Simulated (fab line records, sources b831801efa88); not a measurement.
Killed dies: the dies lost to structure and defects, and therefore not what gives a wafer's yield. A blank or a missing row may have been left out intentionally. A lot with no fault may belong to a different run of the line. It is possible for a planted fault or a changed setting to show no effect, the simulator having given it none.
fab line records    flow sky130
record lots=24  wafers=72  last-day=51
route steps=708 shown VT_ADJUST_HVTP@92 CAPM@551 CAP2M@607 VIA4@656 METAL5@661
lots that met no fault: from a run of the same line without faults
start-h: the number of hours between the record's first day and the start of the first shown wafer of the lot    wait-h: how many hours have passed since the lot's step before this one    " same as the row above    L1.1+2: several wafers, shown together as one row    - value missing, or start not given    * or withheld: withheld    < > ~ a bound
route shown NAME@n: names a module that has steps shown in the file, with the first one's number in the route    usual: mean/standard deviation taken from wafers without a fault    same: alike in all rows    chamber/n: place in a boat    sites: per-site readings    _std_site: the values' standard deviation    _edge_site: mean of outer sites minus mean of inner sites    radius-mm: for every site, how far away it sits from the centre of the wafer    mask NAME#n: copy n    behind: the last tool/chamber to shape the wafer    hold: reason for holding the lot/hours on hold/outcome of the hold    device: whichever transistor did not switch (one of n, p or np)    end of line: at the end of the route, the tests of the same wafers    a step without rows: its recipe alone    killed: count of dies lost to structure and defects at first sort (not the wafer's yield)    map: per-die view of a wafer (x killed, . not killed, _ where there is no die)
set.NAME: the run value of the setting; set.NAME@STEP: its run value at that earlier step    model.NAME: the simulator's own value behind a step, which no gauge read
the route's steps for a sample of lots (tables are steps, rows are wafers)
services: from which hour (start-h, from the record's first day; less than 0 if before it) a tool's chamber was out of use, for how many hours, and why
## steps
# step SKY_VT_ADJUST_HVTP_CD_MEAS_07
# recipe target-cd-nm=380
# usual cd-nm=379.8/2.3
lot.wafer  tool       chamber  start-h  wait-h  cd-nm
L074.1     cd-sem-02  -        128.34   0.1     377.7
L074.3     "          -        "        "       377.8
L074.4     "          -        "        "       376.6
L075.1     cd-sem-01  -        136.02   0.1     379.6
L075.4     "          -        "        "       378.0
L075.6     "          -        "        "       378.3
L076.1     cd-sem-01  -        140.48   0.1     378.8
L076.2     "          -        "        "       380.1
L076.4     "          -        "        "       379.5
L077.4     cd-sem-02  -        146.95   0.1     381.2
L077.5     "          -        "        "       381.5
L077.6     "          -        "        "       383.0
L078.1     cd-sem-02  -        156.03   0.1     378.1
L078.3     "          -        "        "       375.4
L078.6     "          -        "        "       375.7
L079.3     cd-sem-02  -        158.53   0.1     376.6
L079.5     "          -        "        "       376.7
L079.6     "          -        "        "       377.4
L080.2     cd-sem-01  -        164.49   0.1     383.9
L080.4     "          -        "        "       383.9
L080.5     "          -        "        "       384.5
L081.1     cd-sem-01  -        171.03   0.1     382.7
L081.2     "          -        "        "       384.5
L081.3     "          -        "        "       381.5
L082.2     cd-sem-01  -        179.56   0.1     377.6
L082.5     "          -        "        "       377.2
L082.6     "          -        "        "       378.8
L083.2     cd-sem-01  -        185.91   0.1     379.2
L083.4     "          -        "        "       377.8
L083.6     "          -        "        "       378.5
L084.1     cd-sem-02  -        190.34   0.1     380.2
L084.4     "          -        "        "       378.0
L084.6     "          -        "        "       378.2
L085.1     cd-sem-01  -        198.14   0.1     381.1
L085.4     "          -        "        "       378.4
L085.5     "          -        "        "       379.2
L086.1     cd-sem-01  -        204.62   0.1     379.5
L086.4     "          -        "        "       380.5
L086.5     "          -        "        "       377.6
L087.3     cd-sem-02  -        207.53   0.1     374.4
L087.4     "          -        "        "       376.6
L087.6     "          -        "        "       376.1
L088.3     cd-sem-01  -        219.06   0.1     379.3
L088.4     "          -        "        "       380.8
L088.5     "          -        "        "       379.6
L089.1     cd-sem-02  -        224.37   0.1     383.7
L089.2     "          -        "        "       383.2
L089.5     "          -        "        "       381.9
L090.3     cd-sem-01  -        232.58   0.1     376.8
L090.4     "          -        "        "       378.6
L090.5     "          -        "        "       377.5
L091.1     cd-sem-02  -        238.82   0.1     378.7
L091.3     "          -        "        "       382.0
L091.6     "          -        "        "       380.8
L092.1     cd-sem-01  -        244.09   0.1     384.0
L092.5     "          -        "        "       383.2
L092.6     "          -        "        "       384.0
L093.2     cd-sem-02  -        245.40   0.1     379.5
L093.3     "          -        "        "       380.3
L093.4     "          -        "        "       379.7
L094.2     cd-sem-01  -        254.11   0.1     382.9
L094.3     "          -        "        "       380.6
L094.4     "          -        "        "       380.8
L095.1     cd-sem-01  -        258.24   0.1     380.6
L095.4     "          -        "        "       379.8
L095.5     "          -        "        "       380.6
L096.1     cd-sem-02  -        265.47   0.1     381.9
L096.4     "          -        "        "       381.6
L096.6     "          -        "        "       378.6
L097.1     cd-sem-01  -        278.88   0.1     380.9
L097.3     "          -        "        "       381.9
L097.4     "          -        "        "       381.2
# step SKY_CAPM_STRIP_14
# recipe chemistry=O2/N2  power-w=1400  pressure-mtorr=1500  platen-temp-c=withheld  o2-flow-sccm=3000  n2-flow-sccm=300  overash-fraction=0.5
# usual drypump-motor-current-A=5.9/0.42  oes-product-au=0.710/0.0048  strip-time-to-endpoint-s=12.66/0.048
lot.wafer  tool             chamber  start-h  wait-h  drypump-motor-current-A  oes-product-au  rf-hours-counter-h  strip-time-to-endpoint-s
L074.1     plasma-asher-03  0        897.17   0.1     6.1                      0.712           15                  12.59
L074.3     "                1        "        "       6.1                      0.708           -                   12.64
L074.4     "                0        "        "       6.1                      0.709           -                   12.59
L076.1     plasma-asher-04  0        917.97   0.1     6.4                      0.715           51                  12.61
L076.2     "                1        "        "       6.0                      0.709           51                  12.66
L076.4     "                0        "        "       6.4                      0.710           -                   12.67
L077.4     plasma-asher-03  1        920.58   0.1     6.0                      0.716           -                   12.69
L077.5     "                1        "        "       6.0                      0.702           -                   12.69
L077.6     "                0        "        "       6.1                      0.714           -                   12.71
L075.1     plasma-asher-03  0        921.77   0.1     6.1                      0.704           18                  12.68
L075.4     "                0        "        "       6.1                      0.708           -                   12.66
L075.6     "                1        "        "       6.1                      0.705           -                   12.70
L078.1     plasma-asher-03  1        936.15   0.1     6.1                      0.706           19                  12.65
L078.3     "                0        "        "       6.1                      0.709           -                   12.66
L078.6     "                1        "        "       6.1                      0.707           -                   12.67
L079.3     plasma-asher-04  0        938.18   0.1     6.4                      0.714           -                   12.57
L079.5     "                1        "        "       6.0                      0.715           -                   12.62
L079.6     "                0        "        "       6.4                      0.710           -                   12.61
L081.1     plasma-asher-03  0        945.87   0.1     6.1                      0.715           20                  12.63
L081.2     "                1        "        "       6.1                      0.704           20                  12.62
L081.3     "                1        "        "       6.0                      0.706           -                   12.60
L080.2     plasma-asher-02  0        947.70   0.1     5.2                      0.709           82                  12.62
L080.4     "                1        "        "       5.2                      0.718           -                   12.60
L080.5     "                0        "        "       5.2                      0.709           -                   12.59
L082.2     plasma-asher-04  0        962.85   0.1     6.3                      0.712           55                  12.66
L082.5     "                1        "        "       6.0                      0.700           -                   12.66
L082.6     "                0        "        "       6.4                      0.710           -                   12.71
L083.2     plasma-asher-03  0        965.75   0.1     6.1                      0.713           22                  12.65
L083.4     "                1        "        "       6.1                      0.714           -                   12.63
L083.6     "                1        "        "       6.1                      0.714           -                   12.65
L084.1     plasma-asher-02  1        969.22   0.1     5.2                      0.710           84                  12.73
L084.4     "                1        "        "       5.2                      0.712           -                   12.71
L084.6     "                1        "        "       5.2                      0.710           -                   12.73
L085.1     plasma-asher-04  0        978.50   0.1     6.4                      0.717           57                  12.60
L085.4     "                1        "        "       6.0                      0.709           -                   12.62
L085.5     "                1        "        "       6.0                      0.698           -                   12.65
L087.3     plasma-asher-02  1        991.38   0.1     5.2                      0.714           -                   12.68
L087.4     "                0        "        "       5.2                      0.709           -                   12.65
L087.6     "                1        "        "       5.2                      0.709           -                   12.70
L086.1     plasma-asher-02  0        993.90   0.1     5.2                      0.707           87                  12.66
L086.4     "                0        "        "       5.2                      0.715           -                   12.70
L086.5     "                1        "        "       5.2                      0.700           -                   12.74
L088.3     plasma-asher-02  0        996.33   0.1     5.2                      0.708           -                   12.69
L088.4     "                1        "        "       5.2                      0.703           -                   12.67
L088.5     "                1        "        "       5.2                      0.710           -                   12.66
L089.1     plasma-asher-04  0        1007.52  0.1     6.4                      0.714           60                  12.59
L089.2     "                1        "        "       6.0                      0.711           60                  12.63
L089.5     "                0        "        "       6.3                      0.714           -                   12.62
L090.3     plasma-asher-03  1        1010.38  0.1     6.1                      0.707           -                   12.65
L090.4     "                0        "        "       6.1                      0.711           -                   12.61
L090.5     "                1        "        "       6.1                      0.712           -                   12.66
L091.1     plasma-asher-03  1        1012.60  0.1     6.1                      0.707           27                  12.62
L091.3     "                0        "        "       6.1                      0.708           -                   12.66
L091.6     "                1        "        "       6.1                      0.717           -                   12.69
L092.1     plasma-asher-04  0        1018.22  0.1     6.4                      0.706           61                  12.71
L092.5     "                0        "        "       6.4                      0.705           -                   12.70
L092.6     "                1        "        "       6.0                      0.712           -                   12.72
L093.2     plasma-asher-04  0        1019.05  0.1     6.3                      0.725           61                  12.56
L093.3     "                0        "        "       6.4                      0.716           -                   12.58
L093.4     "                1        "        "       6.0                      0.715           -                   12.57
L094.2     plasma-asher-03  1        1036.37  0.1     6.0                      0.719           30                  12.70
L094.3     "                1        "        "       6.1                      0.712           -                   12.71
L094.4     "                0        "        "       6.1                      0.708           -                   12.65
L095.1     plasma-asher-04  0        1040.25  0.1     6.4                      0.711           63                  12.65
L095.4     "                1        "        "       6.1                      0.707           -                   12.64
L095.5     "                1        "        "       6.0                      0.711           -                   12.65
L096.1     plasma-asher-03  0        1042.92  0.1     6.1                      0.708           30                  12.70
L096.4     "                1        "        "       6.1                      0.712           -                   12.66
L096.6     "                0        "        "       6.1                      0.712           -                   12.64
L097.1     plasma-asher-02  1        1055.37  0.1     5.2                      0.706           93                  12.70
L097.3     "                1        "        "       5.2                      0.721           -                   12.68
L097.4     "                0        "        "       5.1                      0.710           -                   12.71
# step SKY_CAP2M_THK_MEAS_04
# recipe thk-meas-gauge=xrf  reads=TiN_of_CAP2M_SPUTTER_02
# usual CAP2M_TIN_THK=200.9/2.9
lot.wafer  tool           chamber  start-h  wait-h  CAP2M_TIN_THK[nm]
L074.1     film-metro-04  -        952.31   0.1     203.5
L074.3     "              -        "        "       199.6
L074.4     "              -        "        "       202.4
L076.1     film-metro-02  -        971.53   0.1     195.1
L076.2     "              -        "        "       201.2
L076.4     "              -        "        "       200.5
L077.4     film-metro-04  -        974.59   0.1     200.4
L077.5     "              -        "        "       198.8
L077.6     "              -        "        "       201.0
L075.1     film-metro-04  -        976.65   0.1     196.6
L075.4     "              -        "        "       199.5
L075.6     "              -        "        "       197.4
L078.1     film-metro-03  -        990.94   0.1     205.1
L078.3     "              -        "        "       201.1
L078.6     "              -        "        "       200.9
L079.3     film-metro-04  -        992.13   0.1     195.9
L079.5     "              -        "        "       196.4
L079.6     "              -        "        "       199.1
L081.1     film-metro-04  -        999.46   0.1     199.8
L081.2     "              -        "        "       201.0
L081.3     "              -        "        "       197.9
L080.2     film-metro-02  -        1000.78  0.1     201.9
L080.4     "              -        "        "       198.3
L080.5     "              -        "        "       200.5
L082.2     film-metro-04  -        1015.49  0.1     194.9
L082.5     "              -        "        "       192.6
L082.6     "              -        "        "       195.9
L083.2     film-metro-04  -        1018.05  0.1     202.2
L083.4     "              -        "        "       197.9
L083.6     "              -        "        "       195.8
L084.1     film-metro-04  -        1020.62  0.1     201.6
L084.4     "              -        "        "       199.8
L084.6     "              -        "        "       202.6
L085.1     film-metro-02  -        1030.01  0.1     202.3
L085.4     "              -        "        "       202.9
L085.5     "              -        "        "       201.1
L087.3     film-metro-02  -        1042.97  0.1     199.1
L087.4     "              -        "        "       197.8
L087.6     "              -        "        "       200.1
L086.1     film-metro-03  -        1044.92  0.1     196.2
L086.4     "              -        "        "       200.0
L086.5     "              -        "        "       200.5
L088.3     film-metro-04  -        1048.18  0.1     202.8
L088.4     "              -        "        "       200.3
L088.5     "              -        "        "       199.8
L089.1     film-metro-03  -        1058.88  0.1     200.4
L089.2     "              -        "        "       201.5
L089.5     "              -        "        "       199.3
L090.3     film-metro-04  -        1060.92  0.1     199.1
L090.4     "              -        "        "       197.4
L090.5     "              -        "        "       202.8
L091.1     film-metro-04  -        1062.93  0.1     205.2
L091.3     "              -        "        "       202.4
L091.6     "              -        "        "       200.6
L092.1     film-metro-02  -        1067.72  0.1     198.2
L092.5     "              -        "        "       200.0
L092.6     "              -        "        "       197.3
L093.2     film-metro-03  -        1069.62  0.1     201.2
L093.3     "              -        "        "       205.8
L093.4     "              -        "        "       201.5
L094.2     film-metro-03  -        1085.63  0.1     202.7
L094.3     "              -        "        "       203.6
L094.4     "              -        "        "       202.2
L095.1     film-metro-04  -        1088.94  0.1     204.5
L095.4     "              -        "        "       202.5
L095.5     "              -        "        "       203.8
L096.1     film-metro-03  -        1091.10  0.1     203.8
L096.4     "              -        "        "       203.5
L096.6     "              -        "        "       201.4
L097.1     film-metro-03  -        1102.64  0.1     206.5
L097.3     "              -        "        "       204.4
L097.4     "              -        "        "       203.9
# step SKY_VIA4_SPUTTER_17
# recipe material=TiN  target-thk-nm=20  chamber-pressure-pa=5  power-w=4000  time-s=80
# usual throttle-valve-pct=30.2/0.98
lot.wafer  tool            chamber  start-h  wait-h  throttle-valve-pct
L074.1     pvd-sputter-04  -        1027.59  0.0     29.4
L074.3     "               -        "        "       30.5
L074.4     "               -        "        "       29.8
L076.1     pvd-sputter-02  -        1044.87  0.0     31.3
L076.2     "               -        "        "       29.6
L076.4     "               -        "        "       31.4
L077.4     pvd-sputter-04  -        1048.47  0.0     29.1
L077.5     "               -        "        "       29.4
L077.6     "               -        "        "       30.5
L075.1     pvd-sputter-01  -        1049.92  0.0     31.3
L075.4     "               -        "        "       31.1
L075.6     "               -        "        "       29.5
L078.1     pvd-sputter-04  -        1063.74  0.0     30.4
L078.3     "               -        "        "       30.2
L078.6     "               -        "        "       29.0
L079.3     pvd-sputter-02  -        1064.31  0.0     28.4
L079.5     "               -        "        "       31.5
L079.6     "               -        "        "       28.5
L081.1     pvd-sputter-02  -        1071.37  0.0     29.8
L081.2     "               -        "        "       28.2
L081.3     "               -        "        "       31.4
L080.2     pvd-sputter-02  -        1073.36  0.0     29.7
L080.4     "               -        "        "       31.6
L080.5     "               -        "        "       31.3
L082.2     pvd-sputter-02  -        1086.98  0.0     29.4
L082.5     "               -        "        "       31.6
L082.6     "               -        "        "       28.2
L083.2     pvd-sputter-01  -        1087.53  0.0     29.5
L083.4     "               -        "        "       31.0
L083.6     "               -        "        "       29.7
L084.1     pvd-sputter-04  -        1090.37  0.0     29.5
L084.4     "               -        "        "       30.4
L084.6     "               -        "        "       30.6
L085.1     pvd-sputter-02  -        1099.00  0.0     31.2
L085.4     "               -        "        "       31.7
L085.5     "               -        "        "       31.2
L087.3     pvd-sputter-04  -        1110.81  0.0     29.3
L087.4     "               -        "        "       30.0
L087.6     "               -        "        "       29.4
L086.1     pvd-sputter-02  -        1112.41  0.0     29.6
L086.4     "               -        "        "       31.2
L086.5     "               -        "        "       29.8
L088.3     pvd-sputter-01  -        1116.16  0.0     30.5
L088.4     "               -        "        "       29.5
L088.5     "               -        "        "       31.1
L089.1     pvd-sputter-04  -        1125.56  0.0     29.1
L089.2     "               -        "        "       30.4
L089.5     "               -        "        "       30.5
L090.3     pvd-sputter-01  -        1127.81  0.0     29.6
L090.4     "               -        "        "       30.9
L090.5     "               -        "        "       31.1
L091.1     pvd-sputter-02  -        1130.09  0.0     29.6
L091.3     "               -        "        "       31.9
L091.6     "               -        "        "       29.3
L092.1     pvd-sputter-01  -        1133.41  0.0     30.8
L092.5     "               -        "        "       29.4
L092.6     "               -        "        "       31.0
L093.2     pvd-sputter-04  -        1135.67  0.0     30.3
L093.3     "               -        "        "       29.9
L093.4     "               -        "        "       29.1
L094.2     pvd-sputter-01  -        1150.08  0.0     31.2
L094.3     "               -        "        "       30.9
L094.4     "               -        "        "       29.6
L095.1     pvd-sputter-02  -        1151.82  0.0     29.6
L095.4     "               -        "        "       31.8
L095.5     "               -        "        "       31.3
L096.1     pvd-sputter-01  -        1154.73  0.0     29.6
L096.4     "               -        "        "       31.5
L096.6     "               -        "        "       31.2
L097.1     pvd-sputter-01  -        1164.93  0.0     30.9
L097.3     "               -        "        "       31.0
L097.4     "               -        "        "       31.3
# step SKY_METAL5_SPUTTER_00
# recipe material=Ti  target-thk-nm=15  power-w=3000  time-s=10  chamber-pressure-pa=0.4
# usual throttle-valve-pct=29.9/0.75
lot.wafer  tool            chamber  start-h  wait-h  throttle-valve-pct
L074.1     pvd-sputter-03  -        1028.28  0.1     28.6
L074.3     "               -        "        "       29.4
L074.4     "               -        "        "       29.8
L076.1     pvd-sputter-01  -        1045.81  0.1     31.1
L076.2     "               -        "        "       31.1
L076.4     "               -        "        "       29.4
L077.4     pvd-sputter-03  -        1049.17  0.1     28.8
L077.5     "               -        "        "       30.0
L077.6     "               -        "        "       28.6
L075.1     pvd-sputter-01  -        1050.61  0.2     30.8
L075.4     "               -        "        "       29.6
L075.6     "               -        "        "       30.8
L078.1     pvd-sputter-01  -        1064.44  0.1     31.4
L078.3     "               -        "        "       31.0
L078.6     "               -        "        "       29.6
L079.3     pvd-sputter-03  -        1065.19  0.1     29.4
L079.5     "               -        "        "       29.8
L079.6     "               -        "        "       29.4
L081.1     pvd-sputter-04  -        1072.07  0.2     30.7
L081.2     "               -        "        "       30.2
L081.3     "               -        "        "       29.1
L080.2     pvd-sputter-04  -        1074.05  0.1     30.3
L080.4     "               -        "        "       30.3
L080.5     "               -        "        "       29.2
L082.2     pvd-sputter-03  -        1087.68  0.1     28.9
L082.5     "               -        "        "       29.7
L082.6     "               -        "        "       29.4
L083.2     pvd-sputter-03  -        1088.23  0.2     29.7
L083.4     "               -        "        "       29.8
L083.6     "               -        "        "       29.4
L084.1     pvd-sputter-04  -        1091.31  0.1     30.4
L084.4     "               -        "        "       29.3
L084.6     "               -        "        "       29.8
L085.1     pvd-sputter-04  -        1099.72  0.1     29.4
L085.4     "               -        "        "       29.6
L085.5     "               -        "        "       30.3
L087.3     pvd-sputter-03  -        1111.51  0.1     29.6
L087.4     "               -        "        "       29.8
L087.6     "               -        "        "       30.0
L086.1     pvd-sputter-01  -        1113.11  0.2     31.1
L086.4     "               -        "        "       29.8
L086.5     "               -        "        "       31.2
L088.3     pvd-sputter-04  -        1116.86  0.1     29.4
L088.4     "               -        "        "       30.6
L088.5     "               -        "        "       29.8
L089.1     pvd-sputter-01  -        1126.54  0.2     31.1
L089.2     "               -        "        "       30.9
L089.5     "               -        "        "       31.1
L090.3     pvd-sputter-01  -        1128.50  0.1     29.7
L090.4     "               -        "        "       30.8
L090.5     "               -        "        "       31.2
L091.1     pvd-sputter-03  -        1130.87  0.1     29.5
L091.3     "               -        "        "       29.8
L091.6     "               -        "        "       29.3
L092.1     pvd-sputter-03  -        1134.11  0.1     28.8
L092.5     "               -        "        "       29.6
L092.6     "               -        "        "       29.9
L093.2     pvd-sputter-04  -        1136.37  0.2     29.7
L093.3     "               -        "        "       30.0
L093.4     "               -        "        "       29.3
L094.2     pvd-sputter-03  -        1151.00  0.1     29.7
L094.3     "               -        "        "       29.9
L094.4     "               -        "        "       29.9
L095.1     pvd-sputter-03  -        1152.51  0.2     29.8
L095.4     "               -        "        "       29.9
L095.5     "               -        "        "       29.9
L096.1     pvd-sputter-03  -        1155.43  0.2     30.0
L096.4     "               -        "        "       29.9
L096.6     "               -        "        "       29.8
L097.1     pvd-sputter-03  -        1165.62  0.2     29.9
L097.3     "               -        "        "       28.4
L097.4     "               -        "        "       28.6
# step SKY_METAL5_METAL_ETCH_15
# recipe target-depth-a=12600  stop-on=SiO2  over-etch-frac=0.2  time-s=252  chemistry=Cl2/BCl3  resist-sidewall-deg=86  pressure-mtorr=10  icp-w=900  bias-w=48.5  Cl2_flow_sccm=60  bcl3-flow-sccm=30
# usual drypump-motor-current-A=5.4/0.3  oes-product-au=0.894/0.0049  throttle-valve-pct=22.262/0.0088
lot.wafer  tool          chamber  start-h  wait-h  drypump-motor-current-A  oes-product-au  rf-hours-counter-h  throttle-valve-pct
L074.1     rie-metal-03  0        1051.67  0.0     5.1                      0.895           16                  22.260
L074.3     "             1        "        "       5.6                      0.900           -                   22.268
L074.4     "             0        "        "       5.0                      0.888           -                   22.259
L076.1     rie-metal-04  0        1068.27  0.0     5.2                      0.894           14                  22.259
L076.2     "             1        "        "       5.8                      0.900           19                  22.259
L076.4     "             1        "        "       5.8                      0.893           -                   22.257
L077.4     rie-metal-04  1        1071.09  0.1     5.8                      0.897           -                   22.263
L077.5     "             1        "        "       5.9                      0.900           -                   22.267
L077.6     "             0        "        "       5.2                      0.890           -                   22.253
L075.1     rie-metal-02  0        1073.06  0.0     5.2                      0.883           15                  22.275
L075.4     "             0        "        "       5.3                      0.892           -                   22.243
L075.6     "             1        "        "       5.7                      0.894           -                   22.258
L078.1     rie-metal-04  0        1086.57  0.0     5.2                      0.896           16                  22.270
L078.3     "             0        "        "       5.2                      0.892           -                   22.253
L078.6     "             0        "        "       5.2                      0.898           -                   22.266
L079.3     rie-metal-03  0        1087.60  0.1     5.0                      0.897           -                   22.262
L079.5     "             0        "        "       5.0                      0.899           -                   22.263
L079.6     "             0        "        "       5.1                      0.892           -                   22.269
L081.1     rie-metal-04  1        1093.62  0.0     5.9                      0.902           21                  22.263
L081.2     "             0        "        "       5.2                      0.887           16                  22.272
L081.3     "             0        "        "       5.2                      0.909           -                   22.263
L080.2     rie-metal-03  0        1095.91  0.0     5.0                      0.897           19                  22.271
L080.4     "             0        "        "       5.0                      0.880           -                   22.265
L080.5     "             1        "        "       5.6                      0.900           -                   22.264
L082.2     rie-metal-02  1        1108.12  0.0     5.7                      0.896           24                  22.281
L082.5     "             1        "        "       5.7                      0.892           -                   22.269
L082.6     "             0        "        "       5.2                      0.897           -                   22.258
L083.2     rie-metal-04  1        1109.22  0.0     5.8                      0.890           22                  22.284
L083.4     "             1        "        "       5.8                      0.894           -                   22.261
L083.6     "             1        "        "       5.8                      0.893           -                   22.254
L084.1     rie-metal-02  1        1112.42  0.0     5.7                      0.897           25                  22.265
L084.4     "             0        "        "       5.2                      0.893           -                   22.247
L084.6     "             0        "        "       5.2                      0.898           -                   22.271
L085.1     rie-metal-04  0        1121.17  0.0     5.2                      0.905           18                  22.272
L085.4     "             1        "        "       5.8                      0.896           -                   22.256
L085.5     "             0        "        "       5.2                      0.893           -                   22.263
L087.3     rie-metal-04  1        1132.15  0.1     5.9                      0.891           -                   22.249
L087.4     "             0        "        "       5.2                      0.897           -                   22.245
L087.6     "             0        "        "       5.2                      0.899           -                   22.272
L086.1     rie-metal-03  0        1133.46  0.0     5.0                      0.898           22                  22.266
L086.4     "             1        "        "       5.6                      0.900           -                   22.260
L086.5     "             1        "        "       5.6                      0.893           -                   22.262
L088.3     rie-metal-02  1        1137.74  0.1     5.7                      0.889           -                   22.257
L088.4     "             0        "        "       5.2                      0.897           -                   22.244
L088.5     "             1        "        "       5.7                      0.885           -                   22.259
L089.1     rie-metal-02  0        1146.51  0.0     5.2                      0.896           20                  22.271
L089.2     "             1        "        "       5.7                      0.902           27                  22.255
L089.5     "             1        "        "       5.7                      0.895           -                   22.281
L090.3     rie-metal-02  0        1148.60  0.1     5.2                      0.897           -                   22.261
L090.4     "             1        "        "       5.7                      0.899           -                   22.272
L090.5     "             1        "        "       5.7                      0.896           -                   22.262
L091.1     rie-metal-02  0        1150.61  0.0     5.2                      0.894           21                  22.269
L091.3     "             0        "        "       5.2                      0.897           -                   22.259
L091.6     "             0        "        "       5.2                      0.895           -                   22.266
L092.1     rie-metal-02  1        1153.66  0.0     5.7                      0.896           28                  22.260
L092.5     "             1        "        "       5.7                      0.896           -                   22.274
L092.6     "             0        "        "       5.2                      0.888           -                   22.270
L093.2     rie-metal-03  0        1155.71  0.0     5.0                      0.898           23                  22.261
L093.3     "             1        "        "       5.6                      0.898           -                   22.261
L093.4     "             0        "        "       5.0                      0.896           -                   22.249
L094.2     rie-metal-02  0        1169.31  0.0     5.2                      0.892           23                  22.261
L094.3     "             0        "        "       5.2                      0.891           -                   22.269
L094.4     "             1        "        "       5.7                      0.884           -                   22.260
L095.1     rie-metal-03  1        1171.06  0.0     5.6                      0.885           17                  22.265
L095.4     "             0        "        "       5.1                      0.887           -                   22.261
L095.5     "             1        "        "       5.6                      0.894           -                   22.266
L096.1     rie-metal-03  1        1173.12  0.0     5.6                      0.893           18                  22.262
L096.4     "             1        "        "       5.6                      0.890           -                   22.252
L096.6     "             0        "        "       5.0                      0.891           -                   22.250
L097.1     rie-metal-03  0        1184.12  0.0     5.0                      0.889           26                  22.266
L097.3     "             0        "        "       5.0                      0.894           -                   22.253
L097.4     "             1        "        "       5.6                      0.899           -                   22.263
## services
tool             chamber  start-h  hours  kind
plasma-asher-02  -        879.25   14.6   pm
pvd-sputter-02   -        887.03   0.6    repair
rie-metal-02     1        896.19   13.8   repair
plasma-asher-02  -        900.74   1.3    repair
pvd-sputter-04   -        908.70   1.4    repair
pvd-sputter-03   -        911.46   1.9    repair
pvd-sputter-04   -        911.85   1.4    repair
rie-metal-04     -        933.44   26.7   repair
pvd-sputter-02   -        956.80   4.2    repair
rie-metal-03     -        979.62   1.4    pm
plasma-asher-02  -        981.48   2.8    pm
pvd-sputter-01   0        986.20   -      consumable-replace:kit
pvd-sputter-01   0        986.20   18.0   scheduled-down
plasma-asher-02  -        1000.12  1.1    repair
plasma-asher-04  -        1010.60  1.7    repair
rie-metal-02     -        1041.54  0.5    repair
pvd-sputter-04   -        1055.60  3.0    repair
pvd-sputter-04   -        1063.83  2.3    repair
pvd-sputter-03   -        1079.74  1.5    repair
plasma-asher-03  -        1137.64  2.8    pm
pvd-sputter-04   -        1147.25  17.0   repair
plasma-asher-03  -        1158.95  4.1    repair
pvd-sputter-03   -        1179.00  1.7    repair
pvd-sputter-04   -        1183.61  1.2    repair
## key
fault none
